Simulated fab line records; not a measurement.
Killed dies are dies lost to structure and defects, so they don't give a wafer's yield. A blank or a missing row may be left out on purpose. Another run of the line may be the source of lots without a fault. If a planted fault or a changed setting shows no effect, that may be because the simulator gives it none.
The tool behind it: which one? || flow sky130 || 7 lots, 20 wafers sampled, at 1 step of a route of 708

== WHAT THE GAUGES SHOWED, per wafer ==
SKY_POLY_CUT_CD_MEAS_08: the cd target is 270 nm.
{"lot": "L838", "measured": "day 24 19:10", "on": "cd sem-01", "cd nm (nm)": "272.1 272.4 273.9"}
{"lot": "L839", "measured": "day 25 08:12", "on": "cd sem-01", "cd nm (nm)": "269.7 271.0 270.0"}
{"lot": "L841", "measured": "day 26 10:54", "on": "cd sem-01", "cd nm (nm)": "270.8 270.8 270.8"}
{"lot": "L843", "measured": "day 26 20:37", "on": "cd sem-01", "cd nm (nm)": "272.2 272.4 272.4"}
{"lot": "L848", "measured": "day 28 09:44", "on": "cd sem-01", "cd nm (nm)": "269.7 271.2"}
{"lot": "L856", "measured": "day 31 04:51", "on": "cd sem-01", "cd nm (nm)": "270.4 269.3 271.6"}
{"lot": "L858", "measured": "day 31 20:28", "on": "cd sem-01", "cd nm (nm)": "267.4 268.1 268.4"}

== WHAT TOOL EACH LOT RAN ON (gives the tool, then ch and the chambers of the sampled wafers, and finally the start) ==
Before these readings, the record contains no process step.

== THE ANSWER, worked out from the rows above alone ==
Rule: what is usual is taken from the lots themselves. The widest of any qualifying gaps counts: lots, ordered by their means at a reading, are off when they make up no more than a third of the lots, leave a main group of 4 or more, and stand apart from it by 3 or more times the standard deviation of that group's means. Not used: any main group whose means are identical at the precision the tables above print for the reading. A lot without any number at a reading at which 4 lots or more have one is off too. Where the step has rows for the other lots, those lots are counted as sound.
Across all readings shown, no lot is off: no conclusion can be drawn from this.

== WHAT THE SIMULATOR PUT IN ==
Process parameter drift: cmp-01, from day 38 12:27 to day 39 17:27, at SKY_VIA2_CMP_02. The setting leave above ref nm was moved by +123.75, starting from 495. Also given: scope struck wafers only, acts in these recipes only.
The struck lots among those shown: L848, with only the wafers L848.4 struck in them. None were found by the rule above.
